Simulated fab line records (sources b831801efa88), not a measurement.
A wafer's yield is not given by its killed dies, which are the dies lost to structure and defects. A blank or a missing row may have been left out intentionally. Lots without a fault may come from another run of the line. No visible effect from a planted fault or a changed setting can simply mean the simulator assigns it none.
Comparing a struck lot with a sound one || flow sky130 || 23 out of 708 route steps
Sound: the wafers L675.1, L675.3, L675.5. The struck wafers were L687.3, L687.4, L687.5. At the end, the cause is stated.
For every step that has rows: the tool of each side, followed by ch and its chambers, followed by its first start. Under that, the readings that differ: sound wafers || struck wafers || difference of the means || sigmas: that difference in standard deviations of wafers without a fault.
alike: readings whose means differ by less than 2 such deviations, and words and numbers that are the same on both sides. not compared: withheld readings, readings that some wafer has no value for, bounds like >300 that may hide the same value, and numbers for which the record gives no deviation and whose values overlap.
A row with sigmas, a row that says differs or no value, or rows on one side alone: a step with any of these is where the two part. Numbers that have no deviation but don't overlap get no sigmas and don't part them. A reading missing from all wafers of one side parts the sides only when that side holds two or more wafers.

first, 5 steps without rows for these wafers: SKY_RES_PROTECT_SOFTBAKE_03 (time 60 s); SKY_RES_PROTECT_EXPOSE_04 (exposes mask RPM, target cd 1270 nm); SKY_RES_PROTECT_PEB_05; SKY_RES_PROTECT_DEVELOP_06 (develop time 60 s); SKY_POLY_GATE_IMPLANT_02.
SKY_RES_PROTECT_STRIP_07: strips in O2/N2.
  sound on plasma asher-01 ch 0,1, day 17 16:35; struck on plasma asher-02 ch 0,1, day 21 20:13
  alike: drypump motor current A, oes product au, strip time to endpoint s
  not compared: rf hours counter h
SKY_RES_PROTECT_TW_MEAS_08:
  sound: film metro-01 at day 17 16:41; struck: film metro-04 at day 21 20:19
  alike: POLY_GATE_TW
then, 2 steps without rows for these wafers: SKY_RES_PROTECT_CLEAN_09 (cleans in SC1/SC2, time 150 s); SKY_POLY_GATE_CVD_03 (deposits Si3N4 from DCS/NH3, target thk 75 nm, time 1290 s).
SKY_POLY_GATE_THK_MEAS_04:
  sound: film metro-02 at day 17 18:38; struck: film metro-03 at day 21 21:47
  alike: POLY_GATE_CVD_03_THK
then, 2 steps without rows for these wafers: SKY_POLY_GATE_DEHYDRATE_05 (time 60 s); SKY_POLY_GATE_HMDS_06 (prime time 60 s).
SKY_POLY_GATE_COAT_07: resist thk 110 nm.
  sound on litho track-03 ch 0, day 18 09:08; struck on litho track-03 ch 0, day 22 12:59
{"reading": "spin speed rpm (rpm)", "sound": "3000.3 3005.4 2999.7", "struck": "3152.2 3149.4 3145.0", "difference": "+147.1", "sigmas": "+67"}
{"reading": "model.BARC_of_POLY_GATE_COAT_07.thk nm (nm)", "sound": "110.3 110.3 110.2", "struck": "107.5 107.6 107.6", "difference": -2.7, "sigmas": ""}
then, 5 steps without rows for these wafers: SKY_POLY_GATE_COAT_08 (resist thk 450 nm); SKY_POLY_GATE_SOFTBAKE_09 (time 90 s); SKY_POLY_GATE_EXPOSE_10 (exposes mask P1M, target cd 150 nm); SKY_POLY_GATE_PEB_11; SKY_POLY_GATE_DEVELOP_12 (develop time 60 s).
SKY_POLY_GATE_CD_MEAS_13: the cd target is 150 nm.
  sound: cd sem-01 at day 19 00:58; struck: cd sem-01 at day 23 04:05
  alike: cd nm
SKY_POLY_GATE_OVL_MEAS_14:
  sound: overlay-02 at day 19 01:05; struck: overlay-02 at day 23 04:10
  alike: POLY_GATE_OVL
SKY_POLY_GATE_ETCH_15: etches BARC in N2/H2, stops on SiO2, time 118.5 s, target depth 110 nm.
  sound on rie diel-01 ch 0,3, day 19 01:07; struck on rie diel-01 ch 0,1,2, day 23 04:12
{"reading": "model.etch.depth nm (nm)", "sound": "110.3 110.3 110.2", "struck": "107.5 107.6 107.6", "difference": -2.7, "sigmas": ""}
  alike: drypump motor current A, oes product au, throttle valve pct
  not compared: rf hours counter h
SKY_POLY_GATE_ETCH_16: etches Si3N4 in CH3F/O2, stops on poly-Si, time 147.5 s, target depth 75 nm.
  sound on rie diel-01 ch 0,3, day 19 01:12; struck on rie diel-01 ch 0,1,2, day 23 04:17
  alike: drypump motor current A, oes product au, throttle valve pct
  not compared: rf hours counter h
-- here the record skips 27 days between the struck wafers' starts before and after, leaving off in module POLY_GATE and picking up in module PAD_OPEN (first step shown: number 708 of the route) --
SKY_PAD_OPEN_PROBE_99:
  only the struck wafers here have rows in the record (prober-01, day 50 02:44); the sound ones have none

## WHERE THEY PART
First at SKY_POLY_GATE_COAT_07; last, within this record, at SKY_PAD_OPEN_PROBE_99.

WHY: whatever the simulator had introduced
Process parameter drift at SKY_POLY_GATE_COAT_07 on litho track-03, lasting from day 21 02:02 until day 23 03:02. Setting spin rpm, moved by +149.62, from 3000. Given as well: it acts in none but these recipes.
